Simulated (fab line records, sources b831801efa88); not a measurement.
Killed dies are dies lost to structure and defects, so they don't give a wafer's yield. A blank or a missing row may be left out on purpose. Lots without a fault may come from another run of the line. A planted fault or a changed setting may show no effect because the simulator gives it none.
A struck lot beside a sound one | flow gf180mcu | 14 steps out of a route of 602
Sound: wafers L924.1, L924.4, L924.5. Struck: wafers L919.2, L919.5, L919.6. The cause comes at the end.
At each step with rows: each side's tool, then ch and its chambers, then its first start. Under that, the readings that differ: sound wafers | struck wafers | difference of the means | sigmas: that difference in standard deviations of wafers without a fault.
alike: readings whose means differ by less than 2 such deviations, and words and numbers that are the same on both sides. not compared: withheld readings, readings that some wafer has no value for, bounds like >300 that may hide the same value, and numbers for which the record gives no deviation and whose values overlap.
The two part at a step that has a row with sigmas, a row that says differs or no value, or rows on one side only. Numbers that don't overlap but have no deviation are shown without sigmas and don't part them. A reading that every wafer of one side lacks parts them only if that side has two wafers or more.

first, 3 steps without rows for these wafers: GF_MIM_EXPOSE_16 (exposes mask FuseTop, target cd 2000 nm); GF_MIM_PEB_17; GF_MIM_DEVELOP_18 (develop time 60 s).
GF_MIM_METAL_ETCH_19: etches the open film in Cl2/BCl3, stops on Si3N4, target depth 324.5 nm, time 54.1 s.
  sound on rie_metal-01 ch 0,1, day 30 23:41; struck on rie_metal-03 ch 0,1, day 29 18:17
  alike: drypump_motor_current_A, he_backside_leak_sccm, oes_product_au, throttle_valve_pct
  not compared: rf_hours_counter_h
GF_MIM_STRIP_20: strips in O2/N2.
  sound on plasma_asher-01 ch 0,1, day 30 23:45; struck on plasma_asher-03 ch 0,1, day 29 18:21
  alike: drypump_motor_current_A, heater_power_w, o2_flow_sccm, oes_product_au, platen_temp_c, strip_time_to_endpoint_s
  not compared: rf_hours_counter_h
then, 7 steps without rows for these wafers: GF_MIM_STRIP_21 (strips in post etch residue remover, time 1200 s); GF_MIM_CLEAN_22 (cleans in DIW); GF_M5_DEHYDRATE_00 (time 60 s); GF_M5_HMDS_01 (prime time 60 s); GF_M5_COAT_02 (resist thk 1000 nm); GF_M5_SOFTBAKE_03 (time 60 s); GF_M5_EXPOSE_04 (exposes mask Metal5, target cd 280 nm).
GF_M5_PEB_05: peb time 90 s.
  sound on litho_track-03 ch 0, day 31 17:20; struck on litho_track-04, day 30 12:37
  no value came back on the struck wafers for chill_plate_temp_C (C), exhaust_pa (Pa); on the sound wafers chill_plate_temp_C (C) reads 22.92 22.97 22.99
then, 1 step without rows for these wafers: GF_M5_DEVELOP_06 (develop time 60 s).

WHERE THEY PART
Only at GF_M5_PEB_05, within this record.

WHY: what the simulator had put in
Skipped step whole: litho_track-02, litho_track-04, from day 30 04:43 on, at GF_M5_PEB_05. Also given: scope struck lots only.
